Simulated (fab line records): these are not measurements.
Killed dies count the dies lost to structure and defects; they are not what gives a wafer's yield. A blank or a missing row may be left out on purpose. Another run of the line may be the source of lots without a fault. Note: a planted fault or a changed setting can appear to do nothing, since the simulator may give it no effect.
Matching of chambers :: flow sky130 :: SKY_FIELD_ISO_CMP_27 on cmp-02 has 4 sister chambers
The step polishes, stops on Si3N4, t overpolish 16 s, target thk 457.8 nm. 4 wafers are shown with their chamber, then 8 later ones without.

WAFERS, EACH WITH ITS CHAMBER
wafer: L968.5
chamber: 3
motor-current-A (A): 11.5

wafer: L971.3
chamber: 1
motor-current-A (A): 12.4

wafer: L971.4
chamber: 2
motor-current-A (A): 12.5

wafer: L973.2
chamber: 0
motor-current-A (A): 10.6

WAFERS WHOSE CHAMBER IS MISSING
wafer: L973.3
motor-current-A (A): 12.4

wafer: L973.6
motor-current-A (A): 11.6

wafer: L974.2
motor-current-A (A): 13.2

wafer: L974.3
motor-current-A (A): 11.1

wafer: L974.5
motor-current-A (A): 12.4

wafer: L976.2
motor-current-A (A): 10.3

wafer: L976.5
motor-current-A (A): 12.7

wafer: L976.6
motor-current-A (A): 10.5

WHICH CHAMBER EACH ONE RAN IN
wafer: L973.3
from the rows above: can't be placed: 1 or 2
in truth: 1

wafer: L973.6
from the rows above: 3
in truth: 3

wafer: L974.2
from the rows above: can't be placed: 2 or 1
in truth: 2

wafer: L974.3
from the rows above: can't be placed: 3 or 0
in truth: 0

wafer: L974.5
from the rows above: can't be placed: 1 or 2
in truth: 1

wafer: L976.2
from the rows above: 0
in truth: 0

wafer: L976.5
from the rows above: can't be placed: 2 or 1
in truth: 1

wafer: L976.6
from the rows above: 0
in truth: 0
Correct placement for 3 of the 8. Can't be placed from these rows: 5 (the true chamber is among the candidates in 5). Number placed wrongly: 0.
How it was worked out, from the rows above alone: a wafer's distance from a chamber is the root of the sum, over the readings, of the square of ((its reading less the chamber's mean) divided by the reading's scatter). The wafer belongs to the nearest chamber; if the next one is less than 2 further off, it can't be placed. For every chamber, the mean is computed from those of its wafers that are shown. The scatter: root of mean squared gap, hidden wafer to nearest shown wafer, with one shown wafer a chamber.
